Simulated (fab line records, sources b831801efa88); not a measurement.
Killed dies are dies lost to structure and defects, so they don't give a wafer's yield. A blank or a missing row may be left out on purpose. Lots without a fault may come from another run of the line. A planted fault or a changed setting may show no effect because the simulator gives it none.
fab line records | flow sky130
record lots=11 wafers=33 last_day=49
route steps=708 shown VIA3@596 METAL4@601 CAP2M@605 PAD_OPEN@708
lots that met no fault: from a run of the same line without faults
start_h: hours from the record's first day to the start of the lot's first wafer shown | wait_h: hours since the lot's step before | " the same as in the row above | L1.1+2: a row that stands for several wafers | - no value, or no start given | * or withheld: withheld | < > ~ a bound
route shown NAME@n: a module of which the file shows steps, and the number in the route of the first | usual: mean/standard deviation of fault-free wafers | same: alike in all rows | chamber/n: place in a boat | sites: the reading at each site | _std_site: their standard deviation | _edge_site: outer sites' mean less inner sites' | radius_mm: how far each site lies from the wafer's centre | mask NAME#n: copy n | behind: the tool/chamber that last shaped the wafer | hold: why the lot was held/for how many hours/how that ended | device: the transistor (n, p or np) that didn't switch | end of line: the same wafers' tests at the end of the route | a step without rows: its recipe alone | killed: dies lost to structure and defects at the first sort, not the wafer's yield | map: a wafer's dies, x killed, . not, _ none there
set.NAME: the setting as run; set.NAME@STEP: as run at that earlier step | model.NAME: the simulator's own value behind a step, which no gauge read
steps of the route over a sample of lots; a table a step, a row a wafer
services: from which hour (start_h, from the record's first day; less than 0 if before it) a tool's chamber was out of use, for how many hours, and why
## steps
# step SKY_VIA3_THK_MEAS_23
# recipe thk_meas_gauge=xrf reads=W_of_VIA3_CVD_21
# usual VIA3_W_THK=388/5.8
# columns lot.wafer tool chamber start_h wait_h VIA3_W_THK[nm]
L844.2 film_metro-01 - 924.84 0.1 387
L844.3 " - " " 387
L844.4 " - " " 388
L845.1 film_metro-01 - 943.01 0.1 389
L845.5 " - " " 388
L845.6 " - " " 399
L846.2 film_metro-03 - 952.92 0.1 377
L846.3 " - " " 386
L846.5 " - " " 389
L847.1 film_metro-01 - 956.99 0.1 389
L847.4 " - " " 389
L847.5 " - " " 382
L848.1 film_metro-04 - 961.43 0.1 372
L848.4 " - " " 387
L848.6 " - " " 376
L857.1 film_metro-04 - 1022.23 0.1 389
L857.2 " - " " 392
L857.4 " - " " 391
L858.2 film_metro-03 - 1032.47 0.1 380
L858.3 " - " " 389
L858.6 " - " " 381
L859.4 film_metro-04 - 1043.82 0.1 392
L859.5 " - " " 397
L859.6 " - " " 392
L860.1 film_metro-04 - 1052.38 0.1 389
L860.2 " - " " 395
L860.5 " - " " 396
L863.1 film_metro-03 - 1063.27 0.1 394
L863.2 " - " " 381
L863.6 " - " " 387
L865.2 film_metro-01 - 1064.49 0.1 380
L865.4 " - " " 389
L865.5 " - " " 388
# step SKY_VIA3_CMP_24
# recipe stop_on=SiO2 t_overpolish_s=20 down_force_psi=3.5 platen_rpm=60 target_thk_nm=0 pad_velocity_m_s=0.94248
# usual edge_zone_pressure_frac=1.000/0.0046 motor_current_A=11.3/0.98 overpolish_run_s=20.000/0.0096 t_overpolish_s=20/0 time_to_endpoint_s=94/5.1
# columns lot.wafer tool chamber start_h wait_h edge_zone_pressure_frac motor_current_A overpolish_run_s t_overpolish_s time_to_endpoint_s
L844.2 cmp-01 3 924.94 0.1 1.004 13.1 20.021 20 82
L844.4 " 0 " " 1.006 10.8 20.017 20 90
L844.3 " 1 " " 0.998 12.8 20.002 20 96
L845.1 cmp-02 2 943.08 0.1 0.996 11.7 20.010 20 91
L845.6 " 2 " " 0.998 11.7 20.000 20 95
L845.5 " 3 " " 0.996 10.9 20.001 20 98
L846.2 cmp-01 0 952.97 0.0 0.999 11.5 19.997 20 93
L846.3 " 2 " " 1.001 10.7 19.990 20 100
L846.5 " 1 " " 1.007 12.8 20.002 20 101
L847.1 cmp-02 0 957.15 0.1 1.008 10.1 20.019 20 90
L847.4 " 1 " " 1.005 10.7 20.008 20 91
L847.5 " 3 " " 0.994 10.7 20.003 20 100
L848.4 cmp-01 3 961.49 0.0 1.001 11.8 19.974 20 84
L848.1 " 1 " " 1.000 12.9 20.012 20 93
L848.6 " 0 " " 0.993 11.3 20.012 20 90
L857.1 cmp-01 0 1022.29 0.1 0.996 11.2 18.074 18.062 94
L857.4 " 2 " " 1.002 10.3 18.060 18.062 97
L857.2 " 3 " " 1.005 12.1 18.061 18.062 87
L858.2 cmp-01 3 1032.57 0.1 0.995 12.2 18.057 18.062 88
L858.3 " 0 " " 0.998 11.2 18.067 18.062 89
L858.6 " 3 " " 0.999 12.1 18.057 18.062 83
L859.4 cmp-02 1 1043.90 0.1 0.992 10.8 20.000 20 96
L859.6 " 0 " " 1.002 10.5 19.994 20 96
L859.5 " 1 " " 0.992 11.0 19.996 20 94
L860.1 cmp-02 2 1052.49 0.1 1.007 11.4 19.990 20 101
L860.2 " 3 " " 1.000 11.4 20.014 20 109
L860.5 " 1 " " 0.997 10.2 20.003 20 98
L863.2 cmp-02 2 1063.38 0.1 0.998 11.2 19.995 20 96
L863.1 " 3 " " 1.004 10.4 20.005 20 104
L863.6 " 1 " " 1.002 10.0 19.993 20 93
L865.2 cmp-02 2 1064.59 0.1 1.008 11.9 20.003 20 96
L865.4 " 3 " " 1.003 11.0 19.996 20 105
L865.5 " 1 " " 1.006 10.4 20.004 20 96
# step SKY_METAL4_SPUTTER_03
# recipe material=Ti target_thk_nm=5 power_w=3000 time_s=3.3 chamber_pressure_pa=0.3888
# usual throttle_valve_pct=30.0/1.4
# columns lot.wafer tool chamber start_h wait_h throttle_valve_pct
L844.2 pvd_sputter-04 - 925.28 0.0 30.9
L844.3 " - " " 28.2
L844.4 " - " " 27.9
L845.1 pvd_sputter-04 - 943.48 0.0 30.7
L845.5 " - " " 30.9
L845.6 " - " " 28.1
L846.2 pvd_sputter-04 - 953.37 0.0 28.0
L846.3 " - " " 27.9
L846.5 " - " " 28.5
L847.1 pvd_sputter-01 - 957.44 0.0 30.2
L847.4 " - " " 30.2
L847.5 " - " " 30.5
L848.1 pvd_sputter-04 - 961.87 0.0 31.6
L848.4 " - " " 28.3
L848.6 " - " " 31.2
L857.1 pvd_sputter-04 - 1022.68 0.0 30.9
L857.2 " - " " 31.7
L857.4 " - " " 30.8
L858.2 pvd_sputter-04 - 1032.91 0.0 30.9
L858.3 " - " " 27.8
L858.6 " - " " 32.0
L859.4 pvd_sputter-02 - 1044.24 0.0 28.1
L859.5 " - " " 29.5
L859.6 " - " " 31.0
L860.1 pvd_sputter-04 - 1052.83 0.0 31.7
L860.2 " - " " 28.0
L860.5 " - " " 28.0
L863.1 pvd_sputter-04 - 1063.71 0.0 31.7
L863.2 " - " " 30.7
L863.6 " - " " 31.9
L865.2 pvd_sputter-04 - 1064.93 0.0 28.2
L865.4 " - " " 31.1
L865.5 " - " " 28.2
# step SKY_CAP2M_SPUTTER_02
# recipe material=TiN target_thk_nm=200 temp_c=300 power_w=6500 time_s=166.7 chamber_pressure_pa=0.4
# usual throttle_valve_pct=30.5/1.1
# columns lot.wafer tool chamber start_h wait_h throttle_valve_pct
L844.2 pvd_sputter-03 - 925.43 0.0 30.4
L844.3 " - " " 29.5
L844.4 " - " " 30.0
L845.1 pvd_sputter-01 - 943.63 0.1 30.0
L845.5 " - " " 31.6
L845.6 " - " " 29.9
L846.2 pvd_sputter-01 - 953.52 0.0 30.6
L846.3 " - " " 31.6
L846.5 " - " " 30.4
L847.1 pvd_sputter-04 - 957.58 0.1 31.8
L847.4 " - " " 28.1
L847.5 " - " " 31.7
L848.1 pvd_sputter-01 - 962.02 0.1 29.9
L848.4 " - " " 30.2
L848.6 " - " " 30.1
L857.1 pvd_sputter-01 - 1022.83 0.1 31.6
L857.2 " - " " 30.0
L857.4 " - " " 30.3
L858.2 pvd_sputter-03 - 1033.06 0.0 30.4
L858.3 " - " " 29.4
L858.6 " - " " 32.4
L859.4 pvd_sputter-03 - 1044.44 0.1 30.5
L859.5 " - " " 30.4
L859.6 " - " " 29.4
L860.1 pvd_sputter-01 - 1052.98 0.1 30.1
L860.2 " - " " 30.3
L860.5 " - " " 31.4
L863.1 pvd_sputter-03 - 1063.86 0.1 30.4
L863.2 " - " " 29.5
L863.6 " - " " 30.0
L865.2 pvd_sputter-03 - 1065.08 0.0 30.2
L865.4 " - " " 32.3
L865.5 " - " " 30.4
# step SKY_PAD_OPEN_PROBE_99
# usual defect_limited_yield=82.7/1.8 killed_at_M0_to_M3=42/7.5 killed_at_M4_up=3.2/1.7 killed_at_contacts=24/5.1 killed_at_front_end=15/4.1 killed_at_other=0.3/0.58 killed_dies=85/8.9 killed_open=46/6.4 killed_short=39/6 sort_bin_3_pad_short=0.9/0.4 sort_bin_5_function=10.1/1.6 sort_bin_6_memory=6.3/1 sort_bin_8_speed=0.00/0.024 sort_n_pass=407/9 sort_yield_pct=82.7/1.8
# same gross_dies=492 killed_at_back_side=0 sort_bin_4_leakage[%]=0
# columns lot.wafer tool chamber start_h wait_h defect_limited_yield[%] killed_at_M0_to_M3 killed_at_M4_up killed_at_contacts killed_at_front_end killed_at_other killed_dies killed_open killed_short sort_bin_3_pad_short[%] sort_bin_5_function[%] sort_bin_6_memory[%] sort_bin_8_speed[%] sort_n_pass sort_yield_pct[%]
L844.2 prober-01 - 1071.13 0.1 85.8 36 2 20 11 1 70 41 28 1.2 6.9 6.1 0 422 85.8
L844.3 prober-01 - 1071.18 0.2 82.7 41 1 27 15 1 85 45 40 0.6 11.2 5.5 0 407 82.7
L844.4 prober-01 - 1071.23 0.2 85.8 29 2 18 21 0 70 38 32 0.2 8.7 5.3 0 422 85.8
L845.1 prober-02 - 1086.59 0.1 80.7 49 3 28 15 0 95 47 47 1.8 10.8 6.7 0 397 80.7
L845.5 prober-02 - 1086.79 0.2 84.1 43 4 23 8 0 78 41 37 1.2 8.1 6.5 0 414 84.1
L845.6 prober-02 - 1086.84 0.2 83.1 40 5 24 13 1 83 39 44 0.8 9.8 6.3 0 409 83.1
L846.2 prober-01 - 1094.40 0.1 81.1 49 1 21 22 0 93 38 55 1.6 10.8 6.5 0 399 81.1
L846.3 prober-01 - 1094.45 0.2 80.1 45 3 23 26 1 98 54 44 1.0 12.0 6.9 0 394 80.1
L846.5 prober-01 - 1094.55 0.2 80.7 53 0 22 20 0 95 59 36 0.8 9.8 8.7 0 397 80.7
L847.1 prober-02 - 1098.37 0.1 78.7 53 3 30 19 0 105 62 43 1.0 13.0 7.3 0 387 78.7
L847.4 prober-02 - 1098.52 0.2 82.7 36 4 26 18 1 85 49 36 0.8 10.0 6.5 0 407 82.7
L847.5 prober-02 - 1098.57 0.2 82.5 49 2 21 13 1 86 48 38 1.0 11.2 5.3 0 406 82.5
L848.1 prober-01 - 1103.49 0.1 83.9 42 3 22 12 0 79 42 37 1.0 8.1 6.9 0 413 83.9
L848.4 prober-01 - 1103.64 0.2 83.5 47 2 20 12 0 81 45 36 0.4 11.0 5.1 0 411 83.5
L848.6 prober-01 - 1103.74 0.2 82.1 35 4 28 20 1 88 40 48 1.8 11.0 5.1 0 404 82.1
L857.1 prober-02 - 1154.01 0.1 82.7 54 2 19 10 0 85 45 40 0.4 9.8 7.1 0 407 82.7
L857.2 prober-02 - 1154.06 0.1 81.7 53 5 21 11 0 90 50 40 0.2 11.0 7.1 0 402 81.7
L857.4 prober-02 - 1154.16 0.2 81.5 49 3 26 13 0 91 51 39 1.4 8.7 8.3 0 401 81.5
L858.2 prober-01 - 1161.40 0.1 82.1 40 5 24 18 1 88 51 37 1.2 9.1 7.5 0 404 82.1
L858.3 prober-01 - 1161.45 0.2 80.9 46 0 30 18 0 94 50 44 1.6 12.0 5.5 0 398 80.9
L858.6 prober-01 - 1161.60 0.2 78.5 63 4 28 11 0 106 66 39 1.4 12.8 7.3 0 386 78.5
L859.4 prober-02 - 1172.00 0.2 82.5 46 1 22 17 0 86 53 33 0.6 12.8 4.1 0.20 405 82.3
L859.5 prober-02 - 1172.05 0.2 83.7 32 1 27 20 0 80 47 33 0.8 7.7 7.7 0 412 83.7
L859.6 prober-02 - 1172.10 0.2 82.9 33 5 28 18 0 84 46 38 1.0 9.6 6.5 0.20 407 82.7
L860.1 prober-02 - 1176.99 0.1 80.9 46 4 25 18 1 94 53 41 0.4 10.8 7.9 0 398 80.9
L860.2 prober-02 - 1177.04 0.1 84.3 39 1 21 15 1 77 43 33 0.6 9.1 5.9 0 415 84.3
L860.5 prober-02 - 1177.19 0.2 83.1 41 3 23 16 0 83 42 40 0.6 11.4 4.9 0 409 83.1
L863.1 prober-02 - 1183.53 0.1 82.3 42 1 28 16 0 87 47 40 0.8 9.6 7.3 0 405 82.3
L863.2 prober-02 - 1183.58 0.1 84.6 47 4 14 11 0 76 43 33 0.4 10.4 4.7 0 416 84.6
L863.6 prober-02 - 1183.78 0.2 83.5 39 2 33 7 0 81 50 31 1.2 7.7 7.5 0 411 83.5
L865.2 prober-01 - 1184.70 0.1 86.0 36 2 14 17 0 69 43 25 0.4 8.7 4.9 0 423 86.0
L865.4 prober-01 - 1184.80 0.2 79.7 61 3 15 21 0 100 50 50 1.2 11.4 7.7 0 392 79.7
L865.5 prober-01 - 1184.85 0.2 86.6 32 3 21 10 0 66 38 27 0.8 6.7 5.9 0 426 86.6
# killed by level:class
L844.2 VIA1:geometric_particle:open=9 VIA2:geometric_particle:open=8 CONTACT:geometric_particle:open=7 METAL2:geometric_particle:short=6 LI_CONTACT:geometric_particle:open=5 VIA3:geometric_particle:short=5 FIELD_ISO:geometric_particle:open=4 POLY_GATE:geometric_particle:open=3
L844.3 VIA3:geometric_particle:open=8 VIA2:geometric_particle:open=8 CONTACT:geometric_particle:open=7 METAL1:geometric_particle:short=6 CONTACT:geometric_particle:short=6 VIA1:geometric_particle:open=6 LI_CONTACT:geometric_particle:short=5 LI_CONTACT:geometric_particle:open=5
L844.4 FIELD_ISO:geometric_particle:short=7 CONTACT:geometric_particle:open=7 FIELD_ISO:geometric_particle:open=6 METAL2:geometric_particle:short=6 LI_CONTACT:geometric_particle:open=5 VIA1:geometric_particle:open=5 POLY_GATE:geometric_particle:open=4 VIA1:geometric_particle:short=3
L845.1 VIA2:geometric_particle:open=12 VIA1:geometric_particle:open=9 CONTACT:geometric_particle:open=8 LI_CONTACT:geometric_particle:open=7 VIA1:geometric_particle:short=7 LOCAL_INTERCONNECT:geometric_particle:short=6 CONTACT:geometric_particle:short=6 METAL1:geometric_particle:short=6
L845.5 VIA2:geometric_particle:open=10 VIA1:geometric_particle:open=9 LOCAL_INTERCONNECT:geometric_particle:short=6 LI_CONTACT:geometric_particle:short=5 LI_CONTACT:geometric_particle:open=5 CONTACT:geometric_particle:open=5 METAL1:geometric_particle:short=5 METAL2:geometric_particle:short=5
L845.6 CONTACT:geometric_particle:open=9 METAL1:geometric_particle:short=7 VIA1:geometric_particle:open=7 VIA3:geometric_particle:open=6 FIELD_ISO:geometric_particle:short=5 METAL2:geometric_particle:short=5 METAL4:geometric_particle:short=5 LI_CONTACT:geometric_particle:open=4
L846.2 VIA1:geometric_particle:short=12 POLY_GATE:geometric_particle:short=11 METAL2:geometric_particle:short=11 CONTACT:geometric_particle:open=8 LI_CONTACT:geometric_particle:open=7 VIA3:geometric_particle:open=6 FIELD_ISO:geometric_particle:short=5 CONTACT:geometric_particle:short=5
L846.3 VIA1:geometric_particle:open=13 LI_CONTACT:geometric_particle:open=8 FIELD_ISO:geometric_particle:short=7 VIA2:geometric_particle:open=7 CONTACT:geometric_particle:open=6 FIELD_ISO:geometric_particle:open=5 POLY_GATE:geometric_particle:open=5 CONTACT:geometric_particle:short=5
L846.5 VIA1:geometric_particle:open=14 CONTACT:geometric_particle:open=13 FIELD_ISO:geometric_particle:open=10 LI_CONTACT:geometric_particle:open=9 METAL2:geometric_particle:short=8 VIA3:geometric_particle:open=8 VIA1:geometric_particle:short=7 METAL1:geometric_particle:short=6
L847.1 VIA1:geometric_particle:open=14 LI_CONTACT:geometric_particle:open=11 CONTACT:geometric_particle:open=8 METAL1:geometric_particle:short=7 VIA1:geometric_particle:short=7 VIA2:geometric_particle:open=7 CONTACT:geometric_particle:short=5 METAL2:geometric_particle:short=5
L847.4 VIA1:geometric_particle:open=10 CONTACT:geometric_particle:open=8 FIELD_ISO:geometric_particle:open=6 POLY_GATE:geometric_particle:open=5 LI_CONTACT:geometric_particle:open=5 LOCAL_INTERCONNECT:geometric_particle:short=4 CONTACT:geometric_particle:short=4 METAL2:geometric_particle:short=4
L847.5 CONTACT:geometric_particle:open=9 VIA1:geometric_particle:open=9 METAL2:geometric_particle:short=8 VIA2:geometric_particle:open=8 VIA1:geometric_particle:short=6 LI_CONTACT:geometric_particle:open=5 POLY_GATE:geometric_particle:short=4 POLY_GATE:geometric_particle:open=4
L848.1 VIA1:geometric_particle:open=9 CONTACT:geometric_particle:open=8 METAL2:geometric_particle:short=8 VIA1:geometric_particle:short=6 LI_CONTACT:geometric_particle:open=5 VIA3:geometric_particle:open=5 FIELD_ISO:geometric_particle:open=4 LI_CONTACT:geometric_particle:short=4
L848.4 CONTACT:geometric_particle:open=11 VIA3:geometric_particle:open=8 VIA1:geometric_particle:open=8 VIA1:geometric_particle:short=6 CONTACT:geometric_particle:short=5 METAL1:geometric_particle:open=5 VIA2:geometric_particle:open=5 FIELD_ISO:geometric_particle:short=4
L848.6 CONTACT:geometric_particle:short=8 CONTACT:geometric_particle:open=8 METAL2:geometric_particle:short=7 VIA1:geometric_particle:open=6 LI_CONTACT:geometric_particle:open=5 METAL1:geometric_particle:short=5 FIELD_ISO:geometric_particle:short=4 POLY_GATE:geometric_particle:open=4
L857.1 VIA1:geometric_particle:open=11 METAL1:geometric_particle:short=8 VIA2:geometric_particle:open=8 CONTACT:geometric_particle:open=7 VIA3:geometric_particle:open=7 CONTACT:geometric_particle:short=4 VIA3:geometric_particle:short=4 LI_CONTACT:geometric_particle:open=3
L857.2 CONTACT:geometric_particle:open=11 VIA1:geometric_particle:open=11 VIA1:geometric_particle:short=8 VIA2:geometric_particle:open=8 VIA3:geometric_particle:open=6 METAL1:geometric_particle:short=6 LI_CONTACT:geometric_particle:open=4 METAL3:geometric_particle:short=4
L857.4 CONTACT:geometric_particle:open=15 VIA1:geometric_particle:open=10 METAL2:geometric_particle:short=9 VIA2:geometric_particle:open=6 VIA3:geometric_particle:open=6 POLY_GATE:geometric_particle:short=5 VIA2:geometric_particle:short=5 LI_CONTACT:geometric_particle:open=4
L858.2 VIA1:geometric_particle:open=14 CONTACT:geometric_particle:open=12 VIA3:geometric_particle:open=8 POLY_GATE:geometric_particle:short=6 FIELD_ISO:geometric_particle:open=5 VIA2:geometric_particle:open=5 FIELD_ISO:geometric_particle:short=4 VIA2:geometric_particle:short=4
L858.3 CONTACT:geometric_particle:open=13 VIA3:geometric_particle:open=10 VIA1:geometric_particle:open=7 METAL3:geometric_particle:short=7 LI_CONTACT:geometric_particle:open=5 LOCAL_INTERCONNECT:geometric_particle:short=5 CONTACT:geometric_particle:short=5 FIELD_ISO:geometric_particle:open=4
L858.6 LI_CONTACT:geometric_particle:open=13 VIA3:geometric_particle:open=11 VIA1:geometric_particle:open=11 CONTACT:geometric_particle:open=8 METAL2:geometric_particle:short=8 VIA2:geometric_particle:open=8 FIELD_ISO:geometric_particle:open=5 VIA1:geometric_particle:short=5
L859.4 CONTACT:geometric_particle:open=11 VIA1:geometric_particle:open=10 POLY_GATE:geometric_particle:open=9 VIA1:geometric_particle:short=9 VIA3:geometric_particle:open=9 LI_CONTACT:geometric_particle:open=6 METAL2:geometric_particle:short=5 CONTACT:geometric_particle:short=4
L859.5 CONTACT:geometric_particle:open=11 LI_CONTACT:geometric_particle:open=7 VIA1:geometric_particle:open=7 POLY_GATE:geometric_particle:open=6 VIA2:geometric_particle:open=6 FIELD_ISO:geometric_particle:short=4 POLY_GATE:geometric_particle:short=4 CONTACT:geometric_particle:short=4
L859.6 CONTACT:geometric_particle:open=10 POLY_GATE:geometric_particle:open=9 VIA1:geometric_particle:open=9 LI_CONTACT:geometric_particle:open=6 LOCAL_INTERCONNECT:geometric_particle:short=5 CONTACT:geometric_particle:short=5 METAL1:geometric_particle:short=5 FIELD_ISO:geometric_particle:short=4
L860.1 VIA1:geometric_particle:open=21 CONTACT:geometric_particle:open=9 VIA2:geometric_particle:open=6 FIELD_ISO:geometric_particle:open=5 CONTACT:geometric_particle:short=5 FIELD_ISO:geometric_particle:short=4 METAL2:geometric_particle:short=4 POLY_GATE:geometric_particle:open=4
L860.2 CONTACT:geometric_particle:open=11 VIA1:geometric_particle:open=7 FIELD_ISO:geometric_particle:short=6 VIA3:geometric_particle:open=6 POLY_GATE:geometric_particle:open=4 METAL1:geometric_particle:short=4 VIA1:geometric_particle:short=4 METAL2:geometric_particle:short=4
L860.5 VIA1:geometric_particle:short=7 CONTACT:geometric_particle:open=6 POLY_GATE:geometric_particle:open=6 CONTACT:geometric_particle:short=6 METAL2:geometric_particle:short=6 VIA1:geometric_particle:open=6 LI_CONTACT:geometric_particle:open=5 VIA3:geometric_particle:open=5
L863.1 LI_CONTACT:geometric_particle:open=9 CONTACT:geometric_particle:open=9 VIA1:geometric_particle:open=9 METAL1:geometric_particle:short=7 FIELD_ISO:geometric_particle:short=6 POLY_GATE:geometric_particle:open=6 VIA1:geometric_particle:short=6 LOCAL_INTERCONNECT:geometric_particle:short=5
L863.2 VIA1:geometric_particle:open=13 VIA3:geometric_particle:open=9 CONTACT:geometric_particle:open=7 POLY_GATE:geometric_particle:short=6 VIA2:geometric_particle:open=6 VIA1:geometric_particle:short=5 METAL2:geometric_particle:short=4 FIELD_ISO:geometric_particle:short=3
L863.6 CONTACT:geometric_particle:open=13 VIA1:geometric_particle:open=12 VIA2:geometric_particle:open=7 LI_CONTACT:geometric_particle:open=6 CONTACT:geometric_particle:short=6 VIA1:geometric_particle:short=6 LOCAL_INTERCONNECT:geometric_particle:short=5 METAL1:geometric_particle:short=4
L865.2 VIA1:geometric_particle:open=9 LI_CONTACT:geometric_particle:open=7 VIA3:geometric_particle:open=7 CONTACT:geometric_particle:open=5 VIA2:geometric_particle:open=5 FIELD_ISO:geometric_particle:short=4 METAL2:geometric_particle:short=3 FIELD_ISO:geometric_particle:open=2
L865.4 VIA3:geometric_particle:open=13 VIA2:geometric_particle:open=7 POLY_GATE:geometric_particle:short=7 CONTACT:geometric_particle:open=7 VIA1:geometric_particle:open=7 VIA2:geometric_particle:short=6 VIA3:geometric_particle:short=6 METAL1:geometric_particle:short=6
L865.5 VIA1:geometric_particle:open=11 LI_CONTACT:geometric_particle:open=8 LOCAL_INTERCONNECT:geometric_particle:short=6 VIA1:geometric_particle:short=5 CONTACT:geometric_particle:open=4 VIA3:geometric_particle:open=4 VIA2:geometric_particle:open=3 FIELD_ISO:geometric_particle:open=2
## services
# columns tool chamber start_h hours kind
cmp-01 - 916.34 4.0 pm
cmp-01 - 920.34 - consumable_replace:conditioner
cmp-01 - 920.34 - consumable_replace:pad
pvd_sputter-03 - 949.14 14.9 repair
pvd_sputter-01 - 984.22 1.3 repair
cmp-02 - 992.13 5.5 pm
cmp-01 - 997.82 5.7 pm
cmp-01 - 1004.98 3.1 repair
cmp-02 - 1008.91 5.3 repair
pvd_sputter-02 - 1057.94 1.1 repair
pvd_sputter-04 - 1058.18 0.7 repair
pvd_sputter-01 - 1061.32 7.6 repair
## key
first_sign step=SKY_VIA3_CMP_24 reading=t_overpolish_s direction=down sigmas=99+ usual=20 struck=18.062
effect step=SKY_VIA3_CMP_24 reading=overpolish_run_s direction=down sigmas=99+ usual=20.000 struck=18.063
met_at SKY_VIA3_CMP_24
struck_lots L857,L858
not_acting_at SKY_VIA3_THK_MEAS_23,SKY_METAL4_SPUTTER_03,SKY_CAP2M_SPUTTER_02
onset_between 961.49 1022.29
fault kind=process_parameter_drift tool=cmp-01 chamber=- onset_h=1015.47 steps=SKY_VIA3_CMP_24 channel=t_overpolish_s offset=-1.9381 shape=step end_h=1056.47 acts_in=these_recipes_only stated=20
